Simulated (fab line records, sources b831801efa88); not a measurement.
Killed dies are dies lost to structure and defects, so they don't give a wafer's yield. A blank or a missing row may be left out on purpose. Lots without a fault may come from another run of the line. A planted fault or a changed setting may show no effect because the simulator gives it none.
Tool commonality check | flow sky130 | 13 lots, 39 wafers sampled

WHY IT WAS OPENED
At SKY_LDD_LDN_TW_MEAS_13 the reading LDD_LDN_TW is flagged on 1 of 13 lots. Wafers without a fault read 1485, standard deviation 14.
Rule: a lot is flagged when every wafer of it that has a number lies more than 4 standard deviations from that mean, or none has a number. The other lots count as sound.

lot  | measured     | on            | LDD_LDN_TW, wafer by wafer | flag
L914 | day 22 22:23 | film_metro-02 | 1466 1453 1463             |
L915 | day 23 11:44 | film_metro-04 | 1507 1502 1505             |
L917 | day 23 20:11 | film_metro-02 | 1466 1464 1468             |
L920 | day 26 11:01 | film_metro-04 | 1501 1504 1499             |
L919 | day 26 11:44 | film_metro-03 | 30 30 30                   | FLAGGED
L921 | day 26 12:14 | film_metro-04 | 1497 1501 1502             |
L927 | day 27 10:39 | film_metro-03 | 1473 1473 1485             |
L928 | day 28 02:02 | film_metro-03 | 1486 1479 1485             |
L933 | day 30 16:08 | film_metro-02 | 1469 1468 1468             |
L935 | day 30 16:27 | film_metro-04 | 1503 1491 1500             |
L932 | day 30 16:53 | film_metro-03 | 1471 1475 1484             |
L934 | day 30 17:04 | film_metro-04 | 1503 1499 1497             |
L936 | day 30 19:17 | film_metro-04 | 1492 1486 1504             |
The numbers of the flagged lots are 30 on average: -1455 against the usual, or -99 or more standard deviations.

WHICH TOOL RAN EACH LOT
The record holds 1 process step before the reading, out of a route of 708 steps. In each cell: the tool, then ch and the chambers that the sampled wafers went through, then the start.
lot  | flag    | SKY_LDD_LDN_EXPOSE_04
L914 |         | iline_stepper-01 ch 0, day 22 06:16
L915 |         | iline_stepper-01 ch 0, day 22 21:00
L917 |         | iline_stepper-02 ch 0, day 23 05:00
L920 |         | iline_stepper-02 ch 0, day 25 19:59
L919 | FLAGGED | iline_stepper-01 ch 0, day 25 20:32
L921 |         | iline_stepper-01 ch 0, day 25 21:09
L927 |         | iline_stepper-01 ch 0, day 26 19:40
L928 |         | iline_stepper-02 ch 0, day 27 11:34
L933 |         | iline_stepper-01 ch 0, day 30 01:49
L935 |         | iline_stepper-02 ch 0, day 30 02:05
L932 |         | iline_stepper-01 ch 0, day 30 02:25
L934 |         | iline_stepper-02 ch 0, day 30 02:49
L936 |         | iline_stepper-01 ch 0, day 30 04:31
What these steps do:
- SKY_LDD_LDN_EXPOSE_04: exposes mask LDNTM, target cd 700 nm.
- SKY_LDD_LDN_TW_MEAS_13

FLAGGED OVER TOTAL, TOOL BY TOOL (the gauges that took the reading come last)
step                   | tool             | lots run | flagged | share of the flagged lots | sound lots run after its first flagged lot
SKY_LDD_LDN_EXPOSE_04  | iline_stepper-01 | 8        | 1       | all                       | 5 (L921,L927,L933,L932,L936)
SKY_LDD_LDN_EXPOSE_04  | iline_stepper-02 | 5        | 0       | none                      | -
SKY_LDD_LDN_TW_MEAS_13 | film_metro-02    | 3        | 0       | none                      | -
SKY_LDD_LDN_TW_MEAS_13 | film_metro-03    | 4        | 1       | all                       | 3 (L927,L928,L932)
SKY_LDD_LDN_TW_MEAS_13 | film_metro-04    | 6        | 0       | none                      | -

WHAT THE TABLE ALLOWS
2 rows of the table ran every flagged lot: iline_stepper-01 at SKY_LDD_LDN_EXPOSE_04, film_metro-03 at SKY_LDD_LDN_TW_MEAS_13.
- iline_stepper-01 at SKY_LDD_LDN_EXPOSE_04: 1 of its 8 lots flagged. Sound lots ran on it after the first flagged one (L921, L927, L933, L932, L936), which a lasting fault on the whole tool wouldn't allow.
- film_metro-03 at SKY_LDD_LDN_TW_MEAS_13: 1 of its 4 lots flagged. Sound lots ran on it after the first flagged one (L927, L928, L932), which a lasting fault on the whole tool wouldn't allow.
No row of the table ran every flagged lot and no sound lot after the first.

WHAT THE SIMULATOR HAD PUT IN
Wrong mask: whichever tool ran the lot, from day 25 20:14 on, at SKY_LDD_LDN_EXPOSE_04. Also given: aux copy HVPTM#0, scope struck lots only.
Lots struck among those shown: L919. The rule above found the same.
